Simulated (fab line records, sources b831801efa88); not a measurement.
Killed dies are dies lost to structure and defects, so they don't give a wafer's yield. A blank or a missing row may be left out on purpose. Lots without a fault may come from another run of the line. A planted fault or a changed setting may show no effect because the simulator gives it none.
fab line records | flow sfq_line
record lots=6 wafers=18 last_day=92
route steps=325 shown I4@176 JJ@178 M5@198 A5B@209 R5@212 M8@325
lots that met no fault: from a run of the same line without faults
start_h: hours from the record's first day to the start of the lot's first wafer shown | wait_h: hours since the lot's step before | " the same as in the row above | L1.1+2: a row that stands for several wafers | - no value, or no start given | * or withheld: withheld | < > ~ a bound
route shown NAME@n: a module of which the file shows steps, and the number in the route of the first | usual: mean/standard deviation of fault-free wafers | same: alike in all rows | chamber/n: place in a boat | sites: the reading at each site | _std_site: their standard deviation | _edge_site: outer sites' mean less inner sites' | radius_mm: how far each site lies from the wafer's centre | mask NAME#n: copy n | behind: the tool/chamber that last shaped the wafer | hold: why the lot was held/for how many hours/how that ended | device: the transistor (n, p or np) that didn't switch | end of line: the same wafers' tests at the end of the route | a step without rows: its recipe alone | killed: dies lost to structure and defects at the first sort, not the wafer's yield | map: a wafer's dies, x killed, . not, _ none there
set.NAME: the setting as run; set.NAME@STEP: as run at that earlier step | model.NAME: the simulator's own value behind a step, which no gauge read
lots at some steps of the route; a table a step, a row a wafer
services: from which hour (start_h, from the record's first day; less than 0 if before it) a tool's chamber was out of use, for how many hours, and why
## steps
# step SFQ_TRILAYER_I4_VIA_STRIP_STRIP_107
# recipe gas=O2 power_w=200 platen_temp_c=40 overash_fraction=0.65 chemistry=O2 pressure_mtorr=50
# step SFQ_TRILAYER_I4_VIA_STRIP_SOLV_CLEAN_108
# recipe chemistry=NMP temp_c=70 time_s=600
# step SFQ_TRILAYER_JJ_TRILAYER_DEP_PRE_CLEAN_113
# recipe gas=Ar time_s=22.5 bias_v=250
# step SFQ_TRILAYER_JJ_TRILAYER_DEP_SPUTTER_109
# recipe material=Nb base_pressure_pa=1.33e-06 chamber_pressure_pa=0.1333 substrate_temp_c=20 target_thk_nm=150 power_w=2000 time_s=100
# step SFQ_TRILAYER_JJ_TRILAYER_DEP_SPUTTER_110
# recipe material=Al base_pressure_pa=1.33e-06 target_thk_nm=8 power_w=500 time_s=10 chamber_pressure_pa=0.4
# usual chamber_pressure_pa=0.4000/0.00068 throttle_valve_pct=29.8/0.71
# columns lot.wafer tool chamber start_h wait_h chamber_pressure_pa throttle_valve_pct
L139.1 pvd_sputter-05 - 1196.66 0.0 0.4000 28.8
L139.5 " - " " 0.4000 28.6
L139.6 " - " " 0.3989 29.7
L151.1 pvd_sputter-03 - 1486.77 0.0 0.4004 29.7
L151.2 " - " " 0.4006 29.9
L151.5 " - " " 0.4003 29.6
L156.2 pvd_sputter-03 - 1500.56 0.0 0.4002 30.0
L156.4 " - " " 0.4000 29.3
L156.6 " - " " 0.3993 30.7
L157.2 pvd_sputter-03 - 1505.36 0.0 0.3994 30.6
L157.3 " - " " 0.4008 29.0
L157.6 " - " " 0.3993 29.0
L159.1 pvd_sputter-05 - 1510.16 0.0 0.4011 28.5
L159.5 " - " " 0.3996 28.6
L159.6 " - " " 0.4003 29.8
L161.1 pvd_sputter-03 - 1521.50 0.0 0.4003 30.5
L161.3 " - " " 0.3996 29.9
L161.4 " - " " 0.3995 29.6
# step SFQ_TRILAYER_JJ_TRILAYER_DEP_AL_OXIDATION_111
# recipe pressure_mbar=0.014667 oxidation_time_s=600 temperature_k=293
# step SFQ_TRILAYER_JJ_TRILAYER_DEP_SPUTTER_112
# recipe material=Nb base_pressure_pa=1.33e-06 chamber_pressure_pa=0.1333 substrate_temp_c=20 target_thk_nm=170 power_w=2000 time_s=113.3
# usual chamber_pressure_pa=0.13329/0.00026 substrate_temp_c=19.99/0.1 throttle_valve_pct=29.8/0.72
# columns lot.wafer tool chamber start_h wait_h chamber_pressure_pa substrate_temp_c throttle_valve_pct
L139.1 pvd_sputter-05 - 1197.68 0.5 0.13311 19.88 28.7
L139.5 " - " " 0.13324 20.00 28.5
L139.6 " - " " 0.13393 19.84 29.6
L151.1 pvd_sputter-03 - 1488.86 1.5 0.13337 20.14 29.7
L151.2 " - " " 0.13355 20.05 29.8
L151.5 " - " " 0.13318 20.01 29.6
L156.2 pvd_sputter-03 - 1501.58 0.5 0.13278 20.05 29.5
L156.4 " - " " 0.13333 19.87 29.2
L156.6 " - " " 0.13341 20.05 30.5
L157.2 pvd_sputter-03 - 1506.38 0.5 0.13294 20.03 30.4
L157.3 " - " " 0.13296 20.08 29.1
L157.6 " - " " 0.13323 20.11 29.2
L159.1 pvd_sputter-05 - 1511.18 0.5 0.13334 19.93 28.8
L159.5 " - " " 0.13337 19.89 28.7
L159.6 " - " " 0.13329 19.85 29.9
L161.1 pvd_sputter-03 - 1522.52 0.5 0.1336 19.81 30.6
L161.3 " - " " 0.13353 19.90 30.1
L161.4 " - " " 0.13346 20.03 29.8
# step SFQ_JJ_RS_MEAS_929
# recipe thk_meas_gauge=four-point-probe reads=Nb_of_TRILAYER_JJ_TRILAYER_DEP_SPUTTER_112
# usual JJ_NB_RS=1.052/0.011
# columns lot.wafer tool chamber start_h wait_h JJ_NB_RS[ohm/sq]
L139.1 film_metro-03 - 1197.76 0.0 1.060
L139.5 " - " " 1.066
L139.6 " - " " 1.062
L151.1 film_metro-04 - 1488.94 0.0 1.051
L151.2 " - " " 1.038
L151.5 " - " " 1.047
L156.2 film_metro-04 - 1501.68 0.1 1.055
L156.4 " - " " 1.053
L156.6 " - " " 1.077
L157.2 film_metro-01 - 1506.48 0.1 1.072
L157.3 " - " " 1.055
L157.6 " - " " 1.049
L159.1 film_metro-01 - 1511.26 0.0 1.062
L159.5 " - " " 1.054
L159.6 " - " " 1.045
L161.1 film_metro-01 - 1522.60 0.0 1.070
L161.3 " - " " 1.049
L161.4 " - " " 1.058
# step SFQ_TRILAYER_JJ_CE_LITHO_COAT_119
# recipe resist=BARC spin_rpm=3000 resist_thk_nm=62
# step SFQ_TRILAYER_JJ_CE_LITHO_COAT_114
# recipe resist=KrF spin_rpm=3000 resist_thk_nm=600
# step SFQ_TRILAYER_JJ_CE_LITHO_SOFTBAKE_118
# recipe temp_c=withheld time_s=withheld resist=KrF
# step SFQ_TRILAYER_JJ_CE_LITHO_EXPOSE_115
# recipe mask_id=J5 na=0.6 source_shape=conventional sigma_outer=0.65 target_cd_nm=700 dose_mj=14.4
# columns lot.wafer tool chamber start_h wait_h mask
L139.1+5+6 krf_scanner-02 0 1198.69 - J5#0
L151.1+2+5 krf_scanner-01 0 1499.20 - J5#0
L156.2+4+6 krf_scanner-01 0 1516.73 - J5#0
L157.2+3+6 krf_scanner-01 0 1521.53 - J5#0
L159.1+5+6 krf_scanner-01 0 1620.18 - J5#0
L161.1+3+4 krf_scanner-02 0 1637.65 - J5#0
# step SFQ_TRILAYER_JJ_CE_LITHO_PEB_117
# recipe peb_temp_c=115 peb_time_s=60 resist=KrF
# step SFQ_TRILAYER_JJ_CE_LITHO_DEVELOP_116
# recipe time_s=60 resist=KrF
# step SFQ_JJ_OVL_MEAS_931
# usual J5_OVL=0/5.2
# columns lot.wafer tool chamber start_h wait_h J5_OVL[nm]
L139.1 overlay-02 - 1200.19 0.1 3
L139.5 " - " " 3
L139.6 " - " " 5
L151.1 overlay-02 - 1500.70 0.1 2
L151.2 " - " " -2
L151.5 " - " " -3
L156.2 overlay-02 - 1518.04 0.1 5
L156.4 " - " " 0
L156.6 " - " " -2
L157.2 overlay-02 - 1522.84 0.1 4
L157.3 " - " " -2
L157.6 " - " " 1
L159.1 overlay-02 - 1621.68 0.1 -6
L159.5 " - " " -3
L159.6 " - " " 2
L161.1 overlay-02 - 1639.15 0.1 7
L161.3 " - " " 6
L161.4 " - " " 4
# step SFQ_TRILAYER_JJ_CE_METRO_MEASURE_117
# usual cd_nm=700.2/1.1
# columns lot.wafer tool chamber start_h wait_h cd_nm
L139.1 cd_sem-02 - 1200.23 0.0 701.6
L139.5 " - " " 701.1
L139.6 " - " " 701.1
L151.1 cd_sem-01 - 1500.73 0.0 700.1
L151.2 " - " " 699.4
L151.5 " - " " 699.5
L156.2 cd_sem-01 - 1518.27 0.2 678.6
L156.4 " - " " 676.0
L156.6 " - " " 689.6
L157.2 cd_sem-02 - 1523.07 0.2 685.3
L157.3 " - " " 675.0
L157.6 " - " " 666.0
L159.1 cd_sem-02 - 1621.72 0.0 700.6
L159.5 " - " " 699.1
L159.6 " - " " 700.7
L161.1 cd_sem-02 - 1639.19 0.0 699.2
L161.3 " - " " 698.8
L161.4 " - " " 700.2
# step SFQ_TRILAYER_JJ_CE_BARC_OPEN_RIE_150
# recipe mask_material=PR chemistry=O2 target_depth_nm=240 target=BARC icp_w=600 bias_w=80 pressure_mtorr=10 time_s=80
# usual drypump_motor_current_A=6.0/0.44 oes_product_au=0.538/0.0046
# columns lot.wafer tool chamber start_h wait_h drypump_motor_current_A oes_product_au rf_hours_counter_h model.JJ.cd_nm
L139.1 rie_metal-02 1 1201.43 1.0 5.9 0.551 9 702.8
L139.5 " 0 " " 6.3 0.542 - 702.1
L139.6 " 1 " " 5.9 0.537 - 701.7
L151.1 rie_metal-03 0 1501.93 1.0 6.6 0.542 71 698.9
L151.2 " 1 " " 5.7 0.532 66 697.2
L151.5 " 1 " " 5.7 0.536 - 697.6
L156.2 rie_metal-04 1 1519.27 0.8 5.1 0.540 71 679.2
L156.4 " 1 " " 5.2 0.548 - 676.4
L156.6 " 0 " " 6.4 0.544 - 690.5
L157.2 rie_metal-03 0 1524.07 0.8 6.6 0.544 75 683.5
L157.3 " 1 " " 5.8 0.537 - 673.3
L157.6 " 0 " " 6.6 0.533 - 664.2
L159.1 rie_metal-02 1 1622.92 1.0 5.9 0.532 62 701.2
L159.5 " 1 " " 5.9 0.534 - 700.5
L159.6 " 0 " " 6.3 0.534 - 699.5
L161.1 rie_metal-03 0 1640.39 1.0 6.6 0.540 97 696.4
L161.3 " 1 " " 5.7 0.532 - 696.3
L161.4 " 0 " " 6.6 0.548 - 697.6
# step SFQ_TRILAYER_JJ_CE_ETCH_RIE_118
# recipe target=Nb stop_on=Al2O3 mask_material=PR taper_deg=13.257 over_etch_frac=0.15 time_s=97.7 chemistry=SF6 target_depth_nm=170 icp_w=600 bias_w=80 pressure_mtorr=10
# usual drypump_motor_current_A=6.0/0.43 oes_product_au=0.989/0.0082
# columns lot.wafer tool chamber start_h wait_h drypump_motor_current_A oes_product_au rf_hours_counter_h model.JJ.cd_nm
L139.1 rie_metal-02 1 1201.52 0.1 5.9 0.984 9 702.6
L139.5 " 0 " " 6.2 0.980 - 701.1
L139.6 " 1 " " 5.9 0.984 - 700.7
L151.1 rie_metal-03 0 1502.02 0.1 6.6 0.985 71 700.4
L151.2 " 1 " " 5.8 0.997 66 697.3
L151.5 " 1 " " 5.8 0.986 - 698.1
L156.2 rie_metal-04 1 1519.36 0.1 5.2 0.983 71 678.7
L156.4 " 1 " " 5.2 0.993 - 675.9
L156.6 " 0 " " 6.4 0.977 - 691
L157.2 rie_metal-03 0 1524.16 0.1 6.6 0.969 75 684
L157.3 " 1 " " 5.7 0.995 - 674.2
L157.6 " 0 " " 6.6 0.989 - 666
L159.1 rie_metal-02 1 1623.01 0.1 5.9 0.980 62 701.5
L159.5 " 1 " " 5.9 0.995 - 701.3
L159.6 " 0 " " 6.2 0.991 - 698.8
L161.1 rie_metal-03 0 1640.48 0.1 6.6 0.981 97 696.6
L161.3 " 1 " " 5.7 0.988 - 696.3
L161.4 " 0 " " 6.6 0.984 - 698.1
# step SFQ_TRILAYER_JJ_ANODIZE_ANODIZE_119
# recipe current_density_ma_cm2=withheld end_current_density_ma_cm2=withheld bath_temp_c=withheld
# step SFQ_TRILAYER_JJ_CE_STRIP_STRIP_120
# recipe gas=O2 power_w=200 platen_temp_c=40 overash_fraction=0.65 chemistry=O2 pressure_mtorr=50
# usual drypump_motor_current_A=6.0/0.48 oes_product_au=1.003/0.012
# columns lot.wafer tool chamber start_h wait_h drypump_motor_current_A oes_product_au rf_hours_counter_h
L139.1 rie_metal-03 0 1202.12 0.0 6.6 0.996 30
L139.5 " 1 " " 5.7 1.014 -
L139.6 " 0 " " 6.6 0.985 -
L151.1 rie_metal-03 0 1502.63 0.0 6.6 0.992 71
L151.2 " 1 " " 5.7 1.008 66
L151.5 " 0 " " 6.6 0.996 -
L156.2 rie_metal-02 1 1519.97 0.0 5.9 1.001 47
L156.4 " 1 " " 5.9 1.012 -
L156.6 " 1 " " 5.9 1.002 -
L157.2 rie_metal-04 0 1524.77 0.0 6.4 0.981 78
L157.3 " 1 " " 5.2 1.002 -
L157.6 " 1 " " 5.2 1.000 -
L159.1 rie_metal-02 0 1623.62 0.0 6.3 1.018 114
L159.5 " 0 " " 6.2 1.017 -
L159.6 " 1 " " 5.9 1.005 -
L161.1 rie_metal-04 1 1641.08 0.0 5.2 0.994 89
L161.3 " 1 " " 5.1 1.007 -
L161.4 " 0 " " 6.4 0.997 -
# step SFQ_TRILAYER_JJ_CE_STRIP_SOLV_CLEAN_121
# recipe chemistry=NMP temp_c=70 time_s=600
# step SFQ_TRILAYER_M5_LITHO_COAT_128
# recipe resist=BARC spin_rpm=3000 resist_thk_nm=62
# step SFQ_TRILAYER_M5_LITHO_COAT_123
# recipe resist=KrF spin_rpm=3000 resist_thk_nm=600
# step SFQ_TRILAYER_M5_LITHO_SOFTBAKE_127
# recipe temp_c=withheld time_s=withheld resist=KrF
# step SFQ_TRILAYER_M5_LITHO_EXPOSE_124
# recipe mask_id=M5 na=0.6 source_shape=conventional sigma_outer=0.65 target_cd_nm=700 dose_mj=14.4
# step SFQ_TRILAYER_M5_LITHO_PEB_126
# recipe peb_temp_c=115 peb_time_s=60 resist=KrF
# step SFQ_TRILAYER_M5_LITHO_DEVELOP_125
# recipe time_s=60 resist=KrF
# step SFQ_M5_OVL_MEAS_932
# usual M5_OVL=0/5
# columns lot.wafer tool chamber start_h wait_h M5_OVL[nm]
L139.1 overlay-02 - 1208.72 0.1 1
L139.5 " - " " -1
L139.6 " - " " 6
L151.1 overlay-01 - 1606.73 0.1 -9
L151.2 " - " " -7
L151.5 " - " " -5
L156.2 overlay-02 - 1636.76 0.1 -6
L156.4 " - " " -6
L156.6 " - " " -2
L157.2 overlay-02 - 1643.96 0.1 0
L157.3 " - " " -3
L157.6 " - " " 0
L159.1 overlay-02 - 1734.15 0.1 11
L159.5 " - " " 5
L159.6 " - " " 7
L161.1 overlay-02 - 1749.75 0.1 -6
L161.3 " - " " 0
L161.4 " - " " -4
# step SFQ_TRILAYER_M5_BARC_OPEN_METAL_ETCH_161
# recipe mask_material=PR chemistry=O2 target_depth_nm=125 target=BARC icp_w=600 bias_w=80 pressure_mtorr=10 time_s=41.7
# step SFQ_TRILAYER_M5_ETCH_METAL_ETCH_126
# recipe target=Nb stop_on=SiO2 mask_material=PR over_etch_frac=0.15 time_s=203.2 chemistry=Cl2/BCl3 target_depth_nm=265 icp_w=600 bias_w=80 pressure_mtorr=10
# usual drypump_motor_current_A=6.0/0.49 oes_product_au=0.729/0.0058
# columns lot.wafer tool chamber start_h wait_h drypump_motor_current_A oes_product_au rf_hours_counter_h
L139.1 rie_metal-03 0 1208.81 0.0 6.6 0.726 32
L139.5 " 1 " " 5.7 0.718 -
L139.6 " 0 " " 6.5 0.728 -
L151.1 rie_metal-04 0 1606.82 0.0 6.4 0.735 91
L151.2 " 1 " " 5.1 0.745 85
L151.5 " 0 " " 6.4 0.734 -
L156.2 rie_metal-04 1 1636.85 0.0 5.1 0.722 88
L156.4 " 0 " " 6.4 0.729 -
L156.6 " 0 " " 6.4 0.733 -
L157.2 rie_metal-03 0 1644.05 0.0 6.6 0.720 97
L157.3 " 0 " " 6.6 0.724 -
L157.6 " 1 " " 5.7 0.730 -
L159.1 rie_metal-01 1 1734.25 0.0 6.1 0.732 32
L159.5 " 1 " " 6.1 0.723 -
L159.6 " 0 " " 5.9 0.733 -
L161.1 rie_metal-01 0 1749.85 0.0 5.9 0.726 72
L161.3 " 0 " " 6.0 0.733 -
L161.4 " 1 " " 6.1 0.730 -
# step SFQ_TRILAYER_M5_STRIP_STRIP_127
# recipe gas=O2 power_w=200 platen_temp_c=40 overash_fraction=0.65 chemistry=O2 pressure_mtorr=50
# step SFQ_TRILAYER_M5_STRIP_SOLV_CLEAN_128
# recipe chemistry=NMP temp_c=70 time_s=600
# step SFQ_TRILAYER_A5B_DEP_PECVD_129
# recipe material=SiO2 temp_c=150 time_s=133.33 pressure_torr=2.4 rf_w=183.3 precursor=SiH4/N2O target_thk_nm=600
# usual heater_power_w=75/13 throttle_valve_pct=24.9/0.85
# columns lot.wafer tool chamber start_h wait_h heater_power_w throttle_valve_pct
L139.1 pecvd-02 1 1209.78 0.0 89 24.6
L139.5 " 2 " " 86 28.5
L139.6 " 0 " " 52 26.7
L151.1 pecvd-02 2 1607.81 0.0 80 25.1
L151.2 " 1 " " 83 23.5
L151.5 " 1 " " 83 23.8
L156.2 pecvd-01 2 1637.99 0.0 65 25.5
L156.4 " 0 " " 91 25.1
L156.6 " 2 " " 55 25.4
L157.2 pecvd-04 1 1645.02 0.0 71 25.3
L157.3 " 2 " " 80 23.7
L157.6 " 1 " " 58 25.2
L159.1 pecvd-04 2 1735.22 0.0 78 23.6
L159.5 " 1 " " 69 25.5
L159.6 " 2 " " 84 23.5
L161.1 pecvd-01 2 1750.82 0.0 59 26.1
L161.3 " 0 " " 96 25.5
L161.4 " 1 " " 102 25.8
# step SFQ_TRILAYER_A5B_CMP_CMP_130
# recipe stop_on=Nb down_force_psi=3 platen_rpm=60 target_thk_nm=340.7
# step SFQ_TRILAYER_A5B_METRO_MEASURE_131
# step SFQ_TRILAYER_R5_DEP_SPUTTER_132
# recipe material=Ti base_pressure_pa=1.33e-06 target_thk_nm=5 power_w=2000 time_s=5 chamber_pressure_pa=0.4
# step SFQ_TRILAYER_R5_DEP_SPUTTER_133
# recipe material=MoNx base_pressure_pa=1.33e-06 target_thk_nm=40 power_w=1000 time_s=66.7 chamber_pressure_pa=0.4
# step SFQ_TRILAYER_R5_DEP_SPUTTER_134
# recipe material=Ti base_pressure_pa=1.33e-06 target_thk_nm=5 power_w=2000 time_s=5 chamber_pressure_pa=0.4
# step SFQ_R5_RS_MEAS_933
# recipe thk_meas_gauge=four-point-probe reads=Ti_of_TRILAYER_R5_DEP_SPUTTER_134+MoNx_of_TRILAYER_R5_DEP_SPUTTER_133+Ti_of_TRILAYER_R5_DEP_SPUTTER_132
# usual R5_MONX_RS=7.05/0.083
# columns lot.wafer tool chamber start_h wait_h R5_MONX_RS[ohm/sq]
L139.1 film_metro-01 - 1222.10 0.0 7.02
L139.5 " - " " 7.06
L139.6 " - " " 7.05
L151.1 film_metro-02 - 1618.87 0.0 6.92
L151.2 " - " " 6.91
L151.5 " - " " 6.89
L156.2 film_metro-03 - 1642.74 0.0 6.92
L156.4 " - " " 7.02
L156.6 " - " " 6.91
L157.2 film_metro-01 - 1649.42 0.0 7.07
L157.3 " - " " 7.03
L157.6 " - " " 7.01
L159.1 film_metro-02 - 1744.46 0.0 7.07
L159.5 " - " " 7.19
L159.6 " - " " 7.06
L161.1 film_metro-03 - 1765.46 0.0 7.13
L161.3 " - " " 7.01
L161.4 " - " " 7.00
# step SFQ_R5_THK_MEAS_934
# recipe thk_meas_gauge=xrf reads=MoNx_of_TRILAYER_R5_DEP_SPUTTER_133
# usual R5_MONX_THK=39.7/0.5
# columns lot.wafer tool chamber start_h wait_h R5_MONX_THK[nm]
L139.1 film_metro-01 - 1222.22 0.1 39.7
L139.5 " - " " 39.6
L139.6 " - " " 39.3
L151.1 film_metro-02 - 1618.99 0.1 40.5
L151.2 " - " " 40.3
L151.5 " - " " 40.6
L156.2 film_metro-03 - 1642.85 0.1 40.5
L156.4 " - " " 39.8
L156.6 " - " " 40.5
L157.2 film_metro-01 - 1649.53 0.1 39.8
L157.3 " - " " 40.0
L157.6 " - " " 40.4
L159.1 film_metro-02 - 1744.58 0.1 39.5
L159.5 " - " " 39.0
L159.6 " - " " 39.7
L161.1 film_metro-03 - 1765.58 0.1 39.5
L161.3 " - " " 40.2
L161.4 " - " " 40.1
# step SFQ_TRILAYER_R5_LITHO_COAT_141
# recipe resist=BARC spin_rpm=3000 resist_thk_nm=62
# step SFQ_M8_BOW_MEAS_951
# recipe mode=bow
# usual M8_BOW=8/13
# columns lot.wafer tool chamber start_h wait_h M8_BOW[um] model.etest.jj.g_times
L139.1 film_metro-02 - 1832.86 0.0 -4 1.006
L139.5 " - " " -4 1.002
L139.6 " - " " -1 1.001
L151.1 film_metro-02 - 1945.68 0.0 -17 1
L151.2 " - " " -3 0.9911
L151.5 " - " " -10 0.9935
L156.2 film_metro-02 - 2123.44 0.0 49 0.939
L156.4 " - " " 50 0.9312
L156.6 " - " " 44 0.9733
L157.2 film_metro-03 - 2138.20 0.0 2 0.9536
L157.3 " - " " -18 0.9267
L157.6 " - " " -4 0.9042
L159.1 film_metro-02 - 2205.34 0.0 -10 1.003
L159.5 " - " " 6 1.002
L159.6 " - " " 1 0.9953
L161.1 film_metro-03 - 2212.09 0.0 -10 0.9892
L161.3 " - " " 0 0.9882
L161.4 " - " " 9 0.9935
## services
# columns tool chamber start_h hours kind
pvd_sputter-03 - 1189.79 23.1 repair
cd_sem-02 - 1212.73 0.8 pm
rie_metal-04 - 1222.35 2.8 pm
cd_sem-02 - 1234.15 0.1 pm
rie_metal-04 1 1236.04 1.1 repair
krf_scanner-01 - 1250.49 1.0 pm
krf_scanner-01 - 1254.02 1.3 pm
rie_metal-02 0 1260.25 4.1 repair
rie_metal-02 1 1262.65 1.3 repair
pvd_sputter-03 - 1284.03 3.6 repair
rie_metal-03 - 1336.54 19.0 repair
rie_metal-03 0 1364.10 6.9 repair
rie_metal-02 1 1395.96 56.0 repair
rie_metal-04 - 1414.73 2.6 repair
rie_metal-04 - 1427.80 0.6 repair
rie_metal-02 0 1534.17 10.0 repair
rie_metal-04 - 1548.16 1.5 repair
rie_metal-03 0 1555.83 1.6 repair
rie_metal-03 1 1555.89 18.7 repair
rie_metal-02 1 1559.61 5.3 repair
rie_metal-02 - 1561.31 1.4 pm
pvd_sputter-03 - 1565.18 1.0 repair
pvd_sputter-03 - 1670.05 4.5 repair
rie_metal-02 - 1678.56 2.8 pm
## key
first_sign step=SFQ_TRILAYER_JJ_CE_METRO_MEASURE_117 reading=cd_nm direction=down sigmas=20 usual=700.2 struck=678.4
effect none on later readings
model_effect step=SFQ_TRILAYER_JJ_CE_BARC_OPEN_RIE_150 value=JJ.cd_nm without=699.6 struck=677.8
model_effect step=SFQ_TRILAYER_JJ_CE_ETCH_RIE_118 value=JJ.cd_nm without=700.1 struck=678.3
model_effect step=SFQ_M8_BOW_MEAS_951 value=etest.jj.g_times without=0.9991 struck=0.938
met_at SFQ_TRILAYER_JJ_CE_LITHO_EXPOSE_115
struck_wafers L156.2,L156.4,L156.6,L157.2,L157.3,L157.6
onset_between 1499.20 1516.73
fault kind=process_parameter_drift tool=krf_scanner-01 chamber=- onset_h=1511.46 steps=SFQ_TRILAYER_JJ_CE_LITHO_EXPOSE_115 channel=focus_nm offset=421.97 spread_by_wafer=0.3 shape=step end_h=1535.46
